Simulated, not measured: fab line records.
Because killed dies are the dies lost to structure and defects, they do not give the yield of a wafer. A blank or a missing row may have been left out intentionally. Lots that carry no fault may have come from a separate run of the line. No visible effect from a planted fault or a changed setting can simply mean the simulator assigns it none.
Matching of chambers -- flow sky130 -- SKY_POLY_GATE_ETCH_16 on rieDiel-03: 4 sister chambers
The step etches Si3N4 in CH3F/O2, stops on poly-Si, time 147.5 s, target depth 75 nm. 8 wafers are shown with their chamber, then 8 later ones without.

== WAFERS, EACH WITH ITS CHAMBER ==
wafer,chamber,drypumpMotorCurrentA (A),oesProductAu (a.u.)
L078.4,3,5.4,0.641
L080.5,1,4.9,0.636
L079.3,3,5.4,0.642
L081.1,1,4.8,0.650
L081.4,0,6.2,0.643
L082.2,2,6.1,0.631
L082.4,0,6.2,0.637
L082.6,2,6.1,0.635

== WAFERS WITHOUT THEIR CHAMBER ==
wafer,drypumpMotorCurrentA (A),oesProductAu (a.u.)
L084.3,6.2,0.639
L084.4,6.2,0.638
L084.5,5.4,0.640
L085.3,6.2,0.643
L085.4,5.3,0.642
L096.1,4.8,0.630
L096.3,5.4,0.635
L096.4,6.0,0.640

== WHICH CHAMBER EACH ONE RAN IN ==
wafer,from the rows above,in truth
L084.3,0,0
L084.4,0,0
L084.5,3,3
L085.3,0,0
L085.4,3,3
L096.1,1,1
L096.3,3,3
L096.4,2,2
8 of 8 placed correctly. From these rows, 0 cannot be placed. 0 placed wrongly.
How it was worked out, from the rows above alone: a wafer's distance from a chamber is the root of the sum, over the readings, of the square of ((its reading less the chamber's mean) divided by the reading's scatter). The wafer belongs to the nearest chamber; if the next one is less than 2 further off, it can't be placed. Each chamber's mean is taken over the wafers shown for it. How the scatter is found: for the shown wafers, subtract from each reading the mean of its chamber, square and add these, divide the total by (wafers less chambers), then take the root.
